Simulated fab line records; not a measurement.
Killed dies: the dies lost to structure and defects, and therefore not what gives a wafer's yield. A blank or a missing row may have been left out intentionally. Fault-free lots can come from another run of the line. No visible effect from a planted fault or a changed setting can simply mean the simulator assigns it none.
fab line records	flow sky130
record lots=11	wafers=33	lastDay=52
route steps=708 shown POLY_CUT@318 LOCAL_INTERCONNECT@401 CONTACT@406 PAD_OPEN@708
lots with no fault: from the same line, run without faults
startH: start of the lot's first displayed wafer, in hours after the record's first day	waitH: how many hours have passed since the lot's step before this one	" unchanged from the row above	L1.1+2: a single row standing in for several wafers	- no value, or no start given	* or withheld: withheld	< > ~ a bound
route shown NAME@n: names a module that has steps shown in the file, with the first one's number in the route	usual: the fault-free wafers' mean and standard deviation	same: alike in all rows	chamber/n: place in a boat	sites: readings site by site	_std_site: how widely they spread, as a standard deviation	_edge_site: inner sites' mean taken away from outer sites' mean	radiusMm: for every site, how far away it sits from the centre of the wafer	mask NAME#n: copy n	behind: the last tool/chamber to shape the wafer	hold: cause of the lot's hold/its duration in hours/its outcome	device: the n, p or np transistor that did not switch	end of line: the tests these same wafers got at the end of their route	where a step has no rows: the recipe by itself	killed: at the first sort, the dies lost to defects and structure; wafer yield is something else	map: per-die view of a wafer (x killed, . not killed, _ where there is no die)
set.NAME: the setting as run; set.NAME@STEP: as run at that earlier step	model.NAME: the simulator's own value behind a step, which no gauge read
one table for each step of the route and one row for each wafer, over a sample of lots
services: the hour from which a tool's chamber was out of use, counted from the record's first day as startH (under 0 if before that day), plus the number of hours and why
## steps
# step SKY_POLY_CUT_ETCH_11
# recipe target=Si3N4	chemistry=CF4/CH2F2/Ar	stopOn=poly-Si	sourceW=600	biasW=150	pressureMtorr=40	cf4FlowSccm=40	ch2f2FlowSccm=20	Ar_flow_sccm=150	timeS=42.5	targetDepthA=600
# usual cf4FlowSccm=40.01/0.12	drypumpMotorCurrentA=5.8/0.68	oesProductAu=0.828/0.0061	rfFwdPowerW=593.2/2.4	runLengthS=70.7/0.51	throttleValvePct=14.995/0.0092
lot.wafer	tool	chamber	startH	waitH	cf4FlowSccm	drypumpMotorCurrentA	oesProductAu	rfFwdPowerW	rfHoursCounterH	runLengthS	throttleValvePct
L245.1	rieDiel-02	1	503.68	0.0	40.12	5.2	0.830	590.8	0	70.4	14.998
L245.3	"	0	"	"	39.92	6.6	0.837	589.1	0	71.2	14.994
L245.6	"	1	"	"	40.09	5.2	0.837	590.7	-	70.4	14.984
L246.1	rieDiel-04	3	507.13	0.0	39.75	5.8	0.830	593.2	9	71.4	14.993
L246.3	"	1	"	"	40.06	6.3	0.833	595.2	13	70.7	14.980
L246.4	"	0	"	"	40.03	6.4	0.824	592.4	0	69.9	14.982
L249.1	rieDiel-02	1	533.28	0.0	39.96	5.2	0.832	591.2	0	70.5	15.001
L249.2	"	2	"	"	40.15	6.5	0.825	592.3	3	70.7	15.001
L249.6	"	3	"	"	40.04	6.7	0.834	593.2	-	71.3	14.990
L248.1	rieDiel-04	2	534.51	0.0	40.11	5.2	0.823	595.7	28	70.8	14.984
L248.4	"	0	"	"	40.10	6.4	0.821	594.0	0	69.8	14.990
L248.5	"	1	"	"	40.28	6.4	0.821	591.0	-	71.3	15.005
L254.1	rieDiel-03	2	567.03	0.0	40.02	4.8	0.925	-	7	65.5	15.012
L254.2	"	0	"	"	40.12	4.8	0.830	597.2	19	70.2	14.987
L254.4	"	3	"	"	39.89	6.0	0.824	596.6	3	71.1	14.996
L255.2	rieDiel-03	2	576.61	0.0	40.10	4.7	0.929	-	7	65.8	14.982
L255.4	"	1	"	"	39.94	5.5	0.832	594.3	2	70.4	14.980
L255.5	"	0	"	"	40.05	4.8	0.834	593.2	-	70.2	14.998
L256.1	rieDiel-04	2	582.68	0.0	39.92	5.2	0.834	596.1	29	71.2	15.003
L256.3	"	3	"	"	40.10	5.8	0.828	592.9	11	71.2	14.998
L256.4	"	1	"	"	39.96	6.4	0.835	593.3	14	70.8	14.996
L263.2	rieDiel-04	3	816.34	0.0	39.93	5.8	0.833	591.7	15	71.9	14.999
L263.3	"	1	"	"	40.06	6.4	0.818	594.5	19	70.8	14.999
L263.4	"	0	"	"	40.11	6.4	0.836	595.6	-	70.1	15.014
L264.2	rieDiel-03	1	822.94	0.0	39.99	5.5	0.825	592.7	8	71.1	15.002
L264.3	"	2	"	"	40.10	4.8	0.837	591.4	13	70.5	14.997
L264.4	"	0	"	"	40.22	4.8	0.829	592.4	26	70.0	14.994
L265.2	rieDiel-02	0	823.83	0.0	39.88	6.6	0.841	591.4	8	71.3	14.998
L265.4	"	1	"	"	40.01	5.2	0.830	592.1	8	70.7	14.997
L265.6	"	3	"	"	39.90	6.7	0.828	592.1	-	71.2	14.986
L266.2	rieDiel-03	1	824.48	0.0	40.14	5.5	0.819	588.0	9	70.5	14.983
L266.3	"	3	"	"	40.09	6.1	0.824	595.3	9	70.8	14.998
L266.5	"	0	"	"	40.10	4.8	0.822	595.0	-	70.3	14.991
# step SKY_LOCAL_INTERCONNECT_METAL_ETCH_14
# recipe targetDepthNm=110	stopOn=PSG	chemistry=Cl2/BCl3	target=TiN	resistSidewallDeg=88	pressureMtorr=10	icpW=900	biasW=48.5	Cl2_flow_sccm=60	bcl3FlowSccm=30	timeS=31.4
# usual drypumpMotorCurrentA=5.9/0.43	heBacksideLeakSccm=3.3/0.47	oesProductAu=0.943/0.007	rfFwdPowerW=887/3.2	runLengthS=59.6/0.7	throttleValvePct=21.900/0.011
lot.wafer	tool	chamber	startH	waitH	drypumpMotorCurrentA	heBacksideLeakSccm	oesProductAu	rfFwdPowerW	rfHoursCounterH	runLengthS	throttleValvePct
L245.1	rieMetal-04	1	654.02	0.1	5.6	3.2	0.944	886	0	59.7	21.928
L245.3	"	1	"	"	5.6	3.2	0.943	888	-	59.9	21.892
L245.6	"	1	"	"	5.6	3.0	0.940	892	-	59.7	21.900
L246.1	rieMetal-02	1	655.20	0.0	6.2	6.6	0.946	888	3	59.4	21.887
L246.3	"	1	"	"	6.1	3.5	0.950	888	-	59.5	21.889
L246.4	"	0	"	"	6.5	3.5	0.943	886	-	59.3	21.895
L249.1	rieMetal-02	1	678.18	0.0	6.2	3.4	0.938	890	4	59.5	21.900
L249.2	"	0	"	"	6.5	3.6	0.953	891	1	59.7	21.901
L249.6	"	0	"	"	6.5	3.4	0.944	892	-	59.5	21.912
L248.1	rieMetal-04	0	680.73	0.0	6.4	3.2	0.934	880	0	59.1	21.904
L248.4	"	1	"	"	5.6	3.2	0.943	891	-	59.6	21.910
L248.5	"	0	"	"	6.4	3.3	0.924	884	-	59.0	21.911
L254.1	rieMetal-01	1	715.13	0.0	5.3	3.0	0.958	887	6	59.4	21.897
L254.2	"	0	"	"	5.6	3.2	0.945	887	5	59.3	21.890
L254.4	"	1	"	"	5.3	3.2	0.958	889	-	59.4	21.891
L255.2	rieMetal-04	0	723.53	0.0	6.4	3.7	0.946	886	1	59.6	21.906
L255.4	"	0	"	"	6.5	3.5	0.937	882	-	59.1	21.904
L255.5	"	0	"	"	6.5	3.6	0.938	880	-	59.1	21.900
L256.1	rieMetal-01	0	730.80	0.0	5.7	3.4	0.947	889	6	59.5	21.887
L256.3	"	1	"	"	5.3	3.1	0.956	888	-	59.4	21.879
L256.4	"	0	"	"	5.7	3.2	0.951	887	-	59.5	21.898
L263.2	rieMetal-04	1	950.58	0.0	5.6	3.2	0.933	890	14	60.1	21.903
L263.3	"	0	"	"	6.4	3.6	0.925	887	-	59.1	21.932
L263.4	"	1	"	"	5.6	3.3	0.934	891	-	59.9	21.913
L264.2	rieMetal-04	0	957.28	0.0	6.4	3.5	0.940	885	13	59.1	21.898
L264.3	"	1	"	"	5.6	3.4	0.937	883	-	60.2	21.896
L264.4	"	0	"	"	6.4	3.5	0.943	890	-	58.9	21.906
L265.2	rieMetal-01	1	958.23	0.0	5.3	3.1	0.954	889	20	59.3	21.898
L265.4	"	0	"	"	5.7	3.0	0.939	883	-	59.3	21.905
L265.6	"	0	"	"	5.7	3.0	0.939	885	-	59.3	21.905
L266.2	rieMetal-04	1	960.26	0.0	5.7	3.1	0.944	887	15	59.6	21.886
L266.3	"	1	"	"	5.7	3.2	0.944	885	-	60.0	21.886
L266.5	"	0	"	"	6.5	3.1	0.943	884	-	59.3	21.905
# step SKY_CONTACT_CVD_00
# recipe material=Si3N4	targetThkNm=75	tempC=400	timeS=withheld	rfW=450
# usual heaterPowerW=692/61	rfFwdPowerW=444.2/2.4	susceptorTempC=399.98/0.23
lot.wafer	tool	chamber	startH	waitH	heaterPowerW	rfFwdPowerW	susceptorTempC
L245.1	pecvd-03	1	654.72	0.0	688	446.0	400.08
L245.3	"	2	"	"	862	442.3	399.98
L245.6	"	1	"	"	659	445.5	400.04
L246.1	pecvd-02	0	655.88	0.0	662	447.4	400.09
L246.3	"	2	"	"	657	440.3	399.95
L246.4	"	2	"	"	636	438.4	399.97
L249.1	pecvd-01	0	678.82	0.0	695	442.1	399.67
L249.2	"	1	"	"	609	446.4	399.88
L249.6	"	1	"	"	625	445.0	399.75
L248.1	pecvd-02	1	681.37	0.0	682	445.2	400.01
L248.4	"	2	"	"	736	439.0	400.04
L248.5	"	1	"	"	709	447.8	400.15
L254.1	pecvd-03	1	715.77	0.0	656	440.9	400.26
L254.2	"	2	"	"	826	441.8	399.90
L254.4	"	2	"	"	847	440.7	399.89
L255.2	pecvd-02	0	724.21	0.0	657	445.0	399.92
L255.4	"	0	"	"	654	444.1	399.83
L255.5	"	1	"	"	817	443.5	400.05
L256.1	pecvd-01	0	731.48	0.0	691	443.6	399.94
L256.3	"	2	"	"	632	446.9	400.25
L256.4	"	2	"	"	647	446.1	400.00
L263.2	pecvd-01	0	951.28	0.0	676	444.2	399.82
L263.3	"	1	"	"	704	445.6	400.28
L263.4	"	2	"	"	645	447.1	399.57
L264.2	pecvd-02	1	957.98	0.0	830	445.7	400.33
L264.3	"	2	"	"	682	440.9	399.88
L264.4	"	2	"	"	691	441.0	399.97
L265.2	pecvd-03	1	958.87	0.0	653	444.4	400.56
L265.4	"	1	"	"	671	442.9	400.38
L265.6	"	0	"	"	717	445.6	400.02
L266.2	pecvd-01	2	960.90	0.0	672	445.4	399.88
L266.3	"	0	"	"	604	445.1	399.84
L266.5	"	0	"	"	618	445.2	399.63
# step SKY_CONTACT_THK_MEAS_03
# recipe reads=SiO2_of_CONTACT_HDPCVD_02
# usual CONTACT_HDPCVD_THK=563/6.3
lot.wafer	tool	chamber	startH	waitH	CONTACT_HDPCVD_THK[nm]
L245.1	filmMetro-04	-	654.88	0.0	571
L245.3	"	-	"	"	564
L245.6	"	-	"	"	572
L246.1	filmMetro-01	-	656.04	0.0	560
L246.3	"	-	"	"	558
L246.4	"	-	"	"	565
L249.1	filmMetro-04	-	678.99	0.0	564
L249.2	"	-	"	"	558
L249.6	"	-	"	"	558
L248.1	filmMetro-03	-	681.53	0.0	569
L248.4	"	-	"	"	573
L248.5	"	-	"	"	561
L254.1	filmMetro-03	-	715.95	0.0	547
L254.2	"	-	"	"	559
L254.4	"	-	"	"	555
L255.2	filmMetro-04	-	724.38	0.0	556
L255.4	"	-	"	"	565
L255.5	"	-	"	"	550
L256.1	filmMetro-04	-	731.64	0.0	556
L256.3	"	-	"	"	556
L256.4	"	-	"	"	568
L263.2	filmMetro-03	-	951.45	0.0	560
L263.3	"	-	"	"	557
L263.4	"	-	"	"	573
L264.2	filmMetro-01	-	958.15	0.0	552
L264.3	"	-	"	"	563
L264.4	"	-	"	"	560
L265.2	filmMetro-01	-	959.04	0.0	575
L265.4	"	-	"	"	562
L265.6	"	-	"	"	574
L266.2	filmMetro-01	-	961.07	0.0	578
L266.3	"	-	"	"	570
L266.5	"	-	"	"	566
# step SKY_PAD_OPEN_PROBE_99
# usual killed_at_M0_to_M3=43/7	killed_at_M4_up=2.7/1.6	killedAtContacts=24/5.3	killedAtFrontEnd=16/4.6	killedAtOther=0.3/0.53	killedDies=86/9.3	killedOpen=47/6.9	killedShort=38/6.1
# same grossDies=492	killedAtBackSide=0
lot.wafer	tool	chamber	startH	waitH	killed_at_M0_to_M3	killed_at_M4_up	killedAtContacts	killedAtFrontEnd	killedAtOther	killedDies	killedOpen	killedShort
L256.1	prober-02	-	1097.70	0.1	42	4	10	20	0	76	38	38
L256.3	prober-02	-	1097.80	0.2	49	5	20	15	0	89	49	40
L256.4	prober-02	-	1097.85	0.2	40	4	18	14	1	77	42	35
# killed by level:class
L256.1 FIELD_ISO:geometricParticle:short=8 METAL1:geometricParticle:short=8 VIA3:geometricParticle:open=8 VIA1:geometricParticle:open=8 VIA2:geometricParticle:open=7 POLY_GATE:geometricParticle:short=4 POLY_GATE:geometricParticle:open=4 LI_CONTACT:geometricParticle:open=4
L256.3 VIA1:geometricParticle:open=12 VIA3:geometricParticle:open=11 CONTACT:geometricParticle:open=7 FIELD_ISO:geometricParticle:short=6 VIA2:geometricParticle:open=6 FIELD_ISO:geometricParticle:open=5 CONTACT:geometricParticle:short=5 METAL1:geometricParticle:short=5
L256.4 VIA1:geometricParticle:open=11 VIA3:geometricParticle:open=7 LI_CONTACT:geometricParticle:open=5 CONTACT:geometricParticle:open=5 VIA1:geometricParticle:short=5 VIA2:geometricParticle:open=5 FIELD_ISO:geometricParticle:short=4 POLY_GATE:geometricParticle:open=4
## services
tool	chamber	startH	hours	kind
rieDiel-03	-	482.93	0.2	repair
pecvd-01	-	489.80	2.1	repair
rieMetal-04	-	509.12	0.2	repair
rieMetal-04	1	535.78	13.2	repair
rieDiel-03	3	543.43	6.2	repair
rieDiel-04	2	569.97	6.2	repair
rieDiel-04	3	591.64	3.6	repair
rieDiel-03	3	593.59	24.5	repair
pecvd-01	-	601.60	1.3	repair
rieDiel-03	1	603.63	24.0	repair
pecvd-02	-	605.61	1.0	repair
rieDiel-04	3	605.63	6.5	repair
pecvd-02	-	606.63	14.6	pm
pecvd-02	-	621.23	5.5	pm
rieDiel-03	2	639.98	8.3	repair
rieDiel-04	3	645.53	10.0	repair
rieDiel-04	2	661.07	4.5	repair
rieDiel-03	1	705.48	8.7	repair
pecvd-02	1	752.37	3.5	repair
pecvd-01	0	828.99	9.7	repair
rieDiel-04	2	831.35	3.2	repair
rieDiel-03	3	881.48	1.4	repair
pecvd-01	2	882.57	15.5	repair
rieMetal-04	0	920.32	3.0	repair
## key
firstSign step=SKY_POLY_CUT_ETCH_11	reading=oesProductAu	direction=up	sigmas=16	usual=0.828	struck=0.927
effect step=SKY_POLY_CUT_ETCH_11	reading=runLengthS	direction=down	sigmas=10	usual=*	struck=*
metAt SKY_POLY_CUT_ETCH_11
struckLots L254,L255
struckWafers L254.1,L255.2
testerLeftOut L254,L255
notActingAt SKY_LOCAL_INTERCONNECT_METAL_ETCH_14,SKY_CONTACT_CVD_00,SKY_CONTACT_THK_MEAS_03
fault kind=processParameterDrift	tool=rieDiel-03	chamber=2	onsetH=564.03	steps=SKY_POLY_CUT_ETCH_11	channel=timeS	offset=*	shape=step	endH=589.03	actsIn=*	stated=*
# testerLeftOut: of these lots the tester's yield and bins aren't shown, on N5 and GAA mostly nor the transistor test; their killed dies are dies lost to structure and defects alone, not to doping, threshold or leakage, so they don't give the yield
